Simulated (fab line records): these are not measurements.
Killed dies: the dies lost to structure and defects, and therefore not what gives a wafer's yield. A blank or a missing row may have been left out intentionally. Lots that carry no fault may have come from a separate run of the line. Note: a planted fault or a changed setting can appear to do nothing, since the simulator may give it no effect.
Comparing a struck lot with a sound one ; flow sky130 ; 43 out of 708 route steps
Sound: the wafers L909.1, L909.3, L909.5. The struck wafers were L917.1, L917.3, L917.5. Last of all comes the cause.
Order at every step that has rows: each side's tool, ch and its chambers, its first start. Under that, the readings that differ: sound wafers ; struck wafers ; difference of the means ; sigmas: that difference in standard deviations of wafers without a fault.
alike: words and numbers the same on both sides, and readings whose means are apart by under 2 such deviations; not compared: readings that were withheld, readings missing a value for some wafer, numbers with overlapping values and no deviation given by the record, and bounds like >300 which may hide the same value.
The two part at a step that has a row with sigmas, a row that says differs or no value, or rows on one side only. Non-overlapping numbers with no deviation appear without sigmas and do not part them. A reading that every wafer of one side lacks parts them only if that side has two wafers or more.

SKY_CAPM_THK_MEAS_04: measures by xrf.
  sound on filmMetro-03 at day 38 13:35; struck on filmMetro-03 at day 40 21:32
  alike: CAPM_TIN_THK
then, 7 steps without rows for these wafers: SKY_CAPM_DEHYDRATE_05 (time 60 s); SKY_CAPM_HMDS_06 (prime time 60 s); SKY_CAPM_COAT_07 (resist thk 1140 nm); SKY_CAPM_SOFTBAKE_08 (time 60 s); SKY_CAPM_EXPOSE_09 (exposes mask CAPM, target cd 1000 nm); SKY_CAPM_PEB_10; SKY_CAPM_DEVELOP_11 (develop time 60 s).
SKY_CAPM_OVL_MEAS_12:
  sound on overlay-02 at day 39 14:11; struck on overlay-01 at day 41 20:50
  alike: CAPM_OVL
SKY_CAPM_METAL_ETCH_13: etches TiN in Cl2/BCl3, stops on SiO2, target depth 220 nm, time 62.9 s.
  sound on rieMetal-02 ch 0,1, day 39 14:14; struck on rieMetal-03 ch 0,1, day 41 20:53
  alike: drypumpMotorCurrentA, oesProductAu, throttleValvePct
  not compared: rfHoursCounterH
SKY_CAPM_STRIP_14: strips in O2/N2.
  sound on plasmaAsher-02 ch 0,1, day 39 14:18; struck on plasmaAsher-01 ch 0,1, day 41 20:57
  alike: drypumpMotorCurrentA, o2FlowSccm, oesProductAu, stripTimeToEndpointS
  not compared: rfHoursCounterH
then, 1 step without rows for these wafers: SKY_CAPM_STRIP_15 (strips in post etch residue remover, time 1200 s).
SKY_CAPM_CLEAN_16: cleans in IPA, time 180 s.
  sound on wetBench-01 ch 2, day 39 14:44; struck on wetBench-02 ch 0, day 41 21:23
then, 9 steps without rows for these wafers: SKY_CAPM_CLEAN_17 (cleans in O3/DIW); SKY_METAL3_DEHYDRATE_05 (time 60 s); SKY_METAL3_HMDS_06 (prime time 60 s); SKY_METAL3_COAT_07 (resist thk 60 nm); SKY_METAL3_COAT_08 (resist thk 1140 nm); SKY_METAL3_SOFTBAKE_09 (time 90 s); SKY_METAL3_EXPOSE_10 (exposes mask MM3, target cd 300 nm); SKY_METAL3_PEB_11; SKY_METAL3_DEVELOP_12 (develop time 60 s).
SKY_METAL3_CD_MEAS_13 targets a cd of 300 nm.
  sound on cdSem-01 at day 40 14:46; struck on cdSem-01 at day 42 21:28
  alike: cdNm
SKY_METAL3_OVL_MEAS_14:
  sound on overlay-01 at day 40 14:53; struck on overlay-02 at day 42 21:35
reading;sound;struck;difference;sigmas
METAL3_OVL (nm);-4 -1 -2;12 16 13;+16;+2
SKY_METAL3_DESCUM_15: chemistry O2, time 8 s.
  sound on rieMetal-04 ch 0,1, day 40 14:56; struck on rieMetal-01 ch 0,1, day 42 21:38
reading;sound;struck;difference;sigmas
drypumpMotorCurrentA (A);4.7 5.1 4.7;5.9 5.9 6.5;+1.3;+2
  alike: oesProductAu
  not compared: rfHoursCounterH
then, 1 step without rows for these wafers: SKY_METAL3_ETCH_16 (etches BARC in N2/H2, stops on SiO2, time 88.2 s, target depth 60 nm).
SKY_METAL3_ETCH_17: etches SiO2 in C4F8/O2/Ar, stops on TiN, time 3.9 s, target depth 15 nm.
  sound on rieDiel-01 ch 0,1, day 40 15:04; struck on rieDiel-03 ch 0,1,3, day 42 21:46
  alike: oesProductAu
  not compared: rfHoursCounterH
SKY_METAL3_METAL_ETCH_18: etches the open film in Cl2/BCl3, stops on SiO2, target depth 845 nm, time 183.1 s.
  sound on rieMetal-01 ch 0,1, day 40 15:05; struck on rieMetal-04 ch 0,1, day 42 21:47
reading;sound;struck;difference;sigmas
drypumpMotorCurrentA (A);5.9 6.5 5.9;4.7 5.0 4.7;-1.3;-2
  alike: oesProductAu, throttleValvePct
  not compared: rfHoursCounterH
then, 5 steps without rows for these wafers: SKY_METAL3_STRIP_19 (strips in O2/N2); SKY_METAL3_STRIP_20 (strips in post etch residue remover, time 1200 s); SKY_METAL3_CLEAN_21 (cleans in IPA, time 180 s); SKY_METAL3_CLEAN_22 (cleans in O3/DIW); SKY_VIA3_HDPCVD_00 (deposits SiO2, target thk 1635 nm, time 272.5 s).
SKY_VIA3_THK_MEAS_01:
  sound on filmMetro-03 at day 40 16:05; struck on filmMetro-03 at day 42 22:46
  alike: VIA3_HDPCVD_THK
then, 1 step without rows for these wafers: SKY_VIA3_CMP_02 (polishes SiO2).
SKY_VIA3_BOW_MEAS_03:
  sound on filmMetro-02 at day 40 16:26; struck on filmMetro-04 at day 42 23:07
  alike: VIA3_BOW
then, 6 steps without rows for these wafers: SKY_VIA3_DEHYDRATE_04 (time 60 s); SKY_VIA3_HMDS_05 (prime time 60 s); SKY_VIA3_COAT_06 (resist thk 60 nm); SKY_VIA3_COAT_07 (resist thk 450 nm); SKY_VIA3_SOFTBAKE_08 (time 90 s); SKY_VIA3_EXPOSE_09 (exposes mask VIM3, target cd 200 nm).
-- the record jumps here: 6 days lie between the struck wafers' starts before and after (it left off in module VIA3 and takes up again in module PAD_OPEN, whose first step shown is number 708 of the route) --
SKY_PAD_OPEN_PROBE_99:
  sound on prober-01 at day 47 11:32; struck on prober-01 at day 49 07:04
reading;sound;struck;difference;sigmas
defectLimitedYield (%);81.7 79.3 84.1;78.3 76.8 74.8;-5.1;-3
killed_at_M0_to_M3;52 51 35;38 25 34;-14;-2
killedAtOther;1 3 1;41 42 48;+42;+75
killedDies;90 102 78;107 114 124;+25;+3
killedOnRim;17 20 11;23 31 31;+12;+3
sort_bin_3_pad_short (%);0.8 1.4 0.6;2.8 2.6 2.6;+1.7;+4
sortNPass;402 390 414;385 378 368;-25;-3
sortYieldPct (%);81.7 79.3 84.1;78.3 76.8 74.8;-5.1;-3
model.etest.tester.sortNPass;402 390 414;385 378 368;-25;
model.etest.tester.sortYieldPct (%);81.71 79.27 84.15;78.25 76.83 74.8;-5.08;
model.etest.tester.sort_bin_3_pct (%);0.813 1.423 0.6098;2.846 2.642 2.642;+1.761;
  alike: killed_at_M4_up, killedAtContacts, killedAtFrontEnd, killedOpen, killedShort, sort_bin_5_function, sort_bin_6_memory
  not compared: model.etest.tester.sort_bin_5_pct

== WHERE THEY PART ==
Last at SKY_PAD_OPEN_PROBE_99 as far as this record goes, first at SKY_METAL3_OVL_MEAS_14.

WHY: the cause the simulator had injected
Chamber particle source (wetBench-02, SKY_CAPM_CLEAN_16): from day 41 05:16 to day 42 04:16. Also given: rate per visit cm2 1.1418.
